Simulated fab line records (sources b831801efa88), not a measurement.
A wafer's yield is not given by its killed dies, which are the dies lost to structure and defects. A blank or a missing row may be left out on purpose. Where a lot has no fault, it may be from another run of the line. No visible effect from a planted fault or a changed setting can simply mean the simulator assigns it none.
Struck lot and sound lot, side by side	flow gf180mcu	15 steps out of a route of 602
Sound: these wafers, L737.2, L737.3, L737.5. Wafers struck: L739.1, L739.2, L739.5. At the end, the cause is stated.
Per side, at each step with rows, come the tool, then ch with its chambers, and then its first start. Under that, the readings that differ: sound wafers	struck wafers	difference of the means	sigmas: that difference in standard deviations of wafers without a fault.
alike: same words and numbers on both sides, and readings whose means sit less than 2 such deviations apart. not compared: any withheld reading, any reading some wafer has no value for, any bound like >300 that may hide the same value, and any number with overlapping values for which the record gives no deviation.
The two part at a step that has a row with sigmas, a row that says differs or no value, or rows on one side only. Non-overlapping numbers with no deviation appear without sigmas and do not part them. Lack of a reading on every wafer of one side parts them only where that side has two or more wafers.

first, 4 steps without rows for these wafers: GF_V5_SOFTBAKE_10 (time 60 s); GF_V5_EXPOSE_11 (exposes mask Via5, target cd 260 nm); GF_V5_PEB_12 (peb time 90 s); GF_V5_DEVELOP_13 (develop time 60 s).
GF_V5_CD_MEAS_14: target cd 260 nm.
  sound: cd-sem-02 at day 29 20:34; struck: cd-sem-02 at day 30 15:16
  alike: cd-nm
GF_V5_OVL_MEAS_15:
  sound: overlay-02 at day 29 20:40; struck: overlay-01 at day 30 15:23
  alike: V5_OVL
GF_V5_ETCH_16: etches BARC in N2/H2.
  sound on rie-diel-02 ch 0,1,3, day 29 20:42; struck on rie-diel-04 ch 1,2, day 30 15:25
  alike: drypump-motor-current-A, oes-product-au, throttle-valve-pct
GF_V5_ETCH_17: etches SiO2 in C4F8/O2/Ar, stops on TiN, target depth 855 nm.
  sound on rie-diel-02 ch 0,1,3; struck on rie-diel-04 ch 1,2
  alike: oes-product-au
GF_V5_STRIP_18: strips in O2/N2.
  sound on plasma-asher-04 ch 0,1, day 29 20:52; struck on plasma-asher-02 ch 0,1, day 30 15:34
  alike: drypump-motor-current-A, heater-power-w, oes-product-au
  not compared: rf-hours-counter-h
then, 2 steps without rows for these wafers: GF_V5_STRIP_19 (strips in post etch residue remover, time 1200 s); GF_V5_CLEAN_20 (cleans in DIW).
GF_V5_SPUTTER_21: material Ti, target thk 15 nm, time 80.02 s.
  sound: pvd-sputter-03 at day 29 21:28; struck: pvd-sputter-04 at day 30 16:07
  alike: cathode-dc-power-W, chamber-pressure-pa, throttle-valve-pct
GF_V5_SPUTTER_22: material TiN, target thk 10 nm, time 40 s.
  sound: pvd-sputter-03 at day 29 21:32; struck: pvd-sputter-04 at day 30 16:10
  no value came back on the struck wafers for cathode-dc-power-W (W), chamber-pressure-pa (Pa), throttle-valve-pct (%), time-s (s); on the sound wafers cathode-dc-power-W (W) reads 4000.1 3999.9 4000.6
GF_V5_CVD_23: deposits W, target thk 350 nm, time 104.9 s.
  sound on cvd-w-01 ch 0,1, day 29 21:34; struck on cvd-w-01 ch 0,1, day 30 16:13
  alike: heater-power-w
GF_PASSIVATION_PROBE_99:
  record: rows for the struck wafers here (prober-01, day 32 05:40), none for the sound ones

WHERE THEY PART
Earliest at GF_V5_SPUTTER_22; latest, in this record, at GF_PASSIVATION_PROBE_99.

WHY: what the simulator had put in
Whole step skipped at GF_V5_SPUTTER_22 on pvd-sputter-04, starting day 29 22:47. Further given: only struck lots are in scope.
